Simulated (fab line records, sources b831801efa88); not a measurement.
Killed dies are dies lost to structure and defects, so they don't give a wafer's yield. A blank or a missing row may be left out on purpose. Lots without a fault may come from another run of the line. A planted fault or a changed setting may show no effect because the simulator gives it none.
Split-lot experiment | flow gf180mcu | 5 lots, 23 wafers read, on a route of 602 steps

THE SPLIT
At GF_M4_METAL_ETCH_16 (etches the open film in Cl2/BCl3, stops on SiO2, target depth 627.5 nm, time 104.6 s), the setting time_s was moved away from the recipe's 104.6 s on 10 of the 23 wafers read, by -14.9% to -4.9%. The other wafers ran this setting at the recipe's value.

The reading is taken at the split's own step.

THE READING
oes_product_au, in a.u., at GF_M4_METAL_ETCH_16 (etches the open film in Cl2/BCl3, stops on SiO2, target depth 627.5 nm, time 104.6 s). Fault-free wafers of this fab line usually give 0.971 a.u., standard deviation 0.0065 a.u..

wafer  | tool, chamber at the split | time_s as run, s | against the recipe | oes_product_au, a.u. | against lot-mates on the recipe
L074.2 | rie_metal-01, 0            | 88.99            | -14.9%             | 1.018                | +0.052
L074.3 | rie_metal-01, 0            | 104.6            | recipe             | 0.962                | -
L074.4 | rie_metal-01, 0            | 104.6            | recipe             | 0.973                | -
L074.5 | rie_metal-01, 0            | 104.6            | recipe             | 0.962                | -
L074.6 | rie_metal-01, 0            | 88.99            | -14.9%             | 1.021                | +0.055
L076.1 | rie_metal-03, 0            | 104.6            | recipe             | 0.976                | -
L076.3 | rie_metal-03, 0            | 104.6            | recipe             | 0.979                | -
L076.6 | rie_metal-03, 0            | 104.6            | recipe             | 0.969                | -
L077.1 | rie_metal-02, 1            | 104.6            | recipe             | 0.981                | -
L077.2 | rie_metal-02, 0            | 104.6            | recipe             | 0.968                | -
L077.4 | rie_metal-02, 1            | 96.89            | -7.4%              | 0.986                | +0.014
L077.5 | rie_metal-02, 1            | 96.89            | -7.4%              | 0.990                | +0.018
L077.6 | rie_metal-02, 0            | 104.6            | recipe             | 0.968                | -
L079.2 | rie_metal-01, 0            | 96.23            | -8.0%              | 1.014                | +0.050
L079.3 | rie_metal-01, 0            | 104.6            | recipe             | 0.963                | -
L079.4 | rie_metal-01, 1            | 96.23            | -8.0%              | 1.011                | +0.047
L079.5 | rie_metal-01, 0            | 96.23            | -8.0%              | 1.017                | +0.053
L079.6 | rie_metal-01, 1            | 104.6            | recipe             | 0.964                | -
L083.1 | rie_metal-03, 1            | 104.6            | recipe             | 0.963                | -
L083.2 | rie_metal-03, 0            | 104.6            | recipe             | 0.970                | -
L083.3 | rie_metal-03, 0            | 99.48            | -4.9%              | 1.003                | +0.036
L083.4 | rie_metal-03, 1            | 99.48            | -4.9%              | 0.984                | +0.018
L083.5 | rie_metal-03, 1            | 99.48            | -4.9%              | 0.990                | +0.024

THE FIT
A straight line over all 23 wafers: oes_product_au changes by -0.0038 a.u. for each +1% of time_s; r = -0.91; the points scatter about the line by 0.0088 a.u..
The same after taking each lot's own level away (the mean of its wafers on the recipe; 23 wafers): -0.00406 a.u. for each +1%; r = -0.90; scatter 0.0098 a.u..
On that fit, the largest move of time_s shifts the reading by 0.061 a.u..
The lots' own levels span 0.9635 to 0.9747 a.u., that is 1.7 times the standard deviation above.
So the lot-to-lot level changes the slope little: the two slopes agree.
Check: with one of the wafers moved furthest among these (-14.9%) left out of the fit, the line predicts +0.0658 a.u. for it against its lot-mates. It came out at +0.0523 a.u. against them.
Tool readings at the split's step, against how far the setting was moved: oes_product_au r = -0.91.

OTHER SPLITS ON THESE WAFERS
These wafers also went through other splits before the reading. Each is held against what the fit with the lots' levels taken away leaves over:
other split on the same wafers | wafers away from the commonest value | r with oes_product_au (lot level and that fit taken away)
GF_M4_SPUTTER_00 time_s        | 10                                   | -0.02
GF_M4_SPUTTER_01 time_s        | 7                                    | +0.34

THE WHOLE CHAIN: every reading that the file lists as answering this split, in the file's order
step                | what it does                                                                         | reading                                                                   | change (the file's fit)                   | r (the file's)
GF_M4_METAL_ETCH_16 | etches the open film in Cl2/BCl3, stops on SiO2, target depth 627.5 nm, time 104.6 s | oes_product_au                                                            | -0.00397 a.u. for each +1% of the setting | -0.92
GF_M4_METAL_ETCH_16 | etches the open film in Cl2/BCl3, stops on SiO2, target depth 627.5 nm, time 104.6 s | M4.feature_depth_nm (the simulator's own value, which no gauge read)      | +3.88 nm for each +1% of the setting      | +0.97
GF_M4_METAL_ETCH_16 | etches the open film in Cl2/BCl3, stops on SiO2, target depth 627.5 nm, time 104.6 s | KrF_of_M4_COAT_09.thk_nm (the simulator's own value, which no gauge read) | -2.36 nm for each +1% of the setting      | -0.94
GF_M4_STRIP_17      | strips in O2/N2                                                                      | strip_time_to_endpoint_s                                                  | withheld for each +1% of the setting      | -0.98

THE FILE'S OWN FIT
oes_product_au changes by -0.00397 a.u. for each +1% of time_s, r = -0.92.
